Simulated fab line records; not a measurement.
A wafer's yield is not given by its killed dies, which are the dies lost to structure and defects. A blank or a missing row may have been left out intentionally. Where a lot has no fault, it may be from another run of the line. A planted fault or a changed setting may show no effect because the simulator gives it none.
A struck lot beside a sound one	flow sky130	27 steps out of a route of 708
Sound: these wafers, L180.1, L180.2, L180.6. The struck wafers were L164.3, L164.4, L164.5. Last of all comes the cause.
For every step that has rows: the tool of each side, followed by ch and its chambers, followed by its first start. Under that, the readings that differ: sound wafers	struck wafers	difference of the means	sigmas: that difference in standard deviations of wafers without a fault.
alike: readings whose means differ by less than 2 such deviations, and words and numbers that are the same on both sides. not compared: withheld readings, readings that some wafer has no value for, bounds like >300 that may hide the same value, and numbers for which the record gives no deviation and whose values overlap.
The two part at a step that has a row with sigmas, a row that says differs or no value, or rows on one side only. Numbers that have no deviation but don't overlap get no sigmas and don't part them. A reading missing from all wafers of one side parts the sides only when that side holds two or more wafers.

first, 9 steps without rows for these wafers: SKY_METAL4_DESCUM_15 (chemistry O2, time 8 s); SKY_METAL4_ETCH_16 (etches BARC in N2/H2, stops on SiO2, time 88.2 s, target depth 60 nm); SKY_METAL4_ETCH_17 (etches SiO2 in C4F8/O2/Ar, stops on TiN, time 3.9 s, target depth 15 nm); SKY_METAL4_METAL_ETCH_18 (etches the open film in Cl2/BCl3, stops on SiO2, target depth 845 nm, time 183.1 s); SKY_METAL4_STRIP_19 (strips in O2/N2); SKY_METAL4_STRIP_20 (strips in post etch residue remover, time 1200 s); SKY_METAL4_CLEAN_21 (cleans in IPA, time 180 s); SKY_METAL4_CLEAN_22 (cleans in O3/DIW); SKY_VIA4_HDPCVD_00 (deposits SiO2, target thk 1750 nm, time 291.7 s).
SKY_VIA4_CMP_02: polishes SiO2.
  sound on cmp-01 ch 0,1,2, day 47 09:21; struck on cmp-02 ch 0,1,2, day 43 08:53
  no value came back on the struck wafers for edge-zone-pressure-frac, head-pressure-psi (psi), motor-current-A (A), slurry-flow-ml-min; on the sound wafers edge-zone-pressure-frac reads 1.004 0.997 1.000
reading	sound	struck	difference	sigmas
model.SiO2_of_VIA4_HDPCVD_00.thk-nm (nm)	580.3 580.8 580.7	1747 1744 1725	+1158	
SKY_VIA4_BOW_MEAS_03:
  sound on film-metro-01 at day 47 09:36; struck on film-metro-03 at day 43 09:13
reading	sound	struck	difference	sigmas
VIA4_BOW (um)	86 90 93	129 125 134	+40	+4
then, 7 steps without rows for these wafers: SKY_VIA4_DEHYDRATE_04 (time 60 s); SKY_VIA4_HMDS_05 (prime time 60 s); SKY_VIA4_COAT_06 (resist thk 1140 nm); SKY_VIA4_SOFTBAKE_07 (time 60 s); SKY_VIA4_EXPOSE_08 (exposes mask VIM4, target cd 800 nm); SKY_VIA4_PEB_09; SKY_VIA4_DEVELOP_10 (develop time 60 s).
SKY_VIA4_ETCH_12: etches SiO2 in C4F8/O2/Ar, stops on TiN, target depth 580 nm.
  sound on rie-diel-02 ch 1,2, day 48 04:38; struck on rie-diel-02 ch 0,1,3, day 44 06:38
reading	sound	struck	difference	sigmas
oes-product-au (a.u.)	0.925 0.935 0.918	1.629 1.643 1.621	+0.705	+99 or more
model.VIA4.feature-depth-nm (nm)	580.3 580.8 580.7	659.6 664.9 659.1	+80.6	
model.etch.depth-nm (nm)	580.3 580.8 580.7	659.6 664.9 659.1	+80.6	
  alike: rf-fwd-power-W
then, 6 steps without rows for these wafers: SKY_VIA4_STRIP_13 (strips in O2/N2); SKY_VIA4_STRIP_14 (strips in post etch residue remover, time 1200 s); SKY_VIA4_CLEAN_15 (cleans in IPA, time 180 s); SKY_VIA4_CLEAN_16 (cleans in O3/DIW); SKY_VIA4_SPUTTER_17 (material TiN, target thk 20 nm, time 80 s); SKY_VIA4_CVD_18 (deposits W, target thk 505 nm, time 152.14 s).
SKY_VIA4_CMP_21: polishes, stops on SiO2, t overpolish 25 s, target thk 0 nm.
  sound on cmp-02 ch 0,1,3, day 48 05:44; struck on cmp-02 ch 1,2, day 44 07:43
reading	sound	struck	difference	sigmas
model.SiO2_of_VIA4_HDPCVD_00.thk-nm (nm)	574.8 575.3 575.3	1741 1739 1719	+1158	
  alike: edge-zone-pressure-frac, head-pressure-psi, motor-current-A, slurry-flow-ml-min
-- the record jumps here: 3 days lie between the struck wafers' starts before and after (it left off in module VIA4 and takes up again in module PAD_OPEN, whose first step shown is number 708 of the route) --
SKY_PAD_OPEN_PROBE_99:
  sound on prober-01 at day 50 13:04; struck on prober-01 at day 47 02:40
reading	sound	struck	difference	sigmas
defect-limited-yield (%)	81.5 81.1 82.3	0 0 0	-82	-43
killed_at_M4_up	8 2 2	411 399 394	+397	+99 or more
killed-dies	91 93 87	492 492 492	+402	+42
killed-on-rim	17 14 12	96 96 96	+82	+20
sort_bin_5_function (%)	9.8 11.0 11.0	92.7 93.7 92.1	+82.2	+55
sort-n-pass	401 399 405	0 0 0	-402	-42
sort-yield-pct (%)	81.5 81.1 82.3	0 0 0	-82	-43
  alike: killed_at_M0_to_M3, killed-at-contacts, killed-at-front-end, killed-at-other, killed-open, killed-short, sort_bin_3_pad_short, sort_bin_6_memory

== WHERE THEY PART ==
Earliest at SKY_VIA4_CMP_02; latest, in this record, at SKY_PAD_OPEN_PROBE_99.

WHY: the cause the simulator had injected
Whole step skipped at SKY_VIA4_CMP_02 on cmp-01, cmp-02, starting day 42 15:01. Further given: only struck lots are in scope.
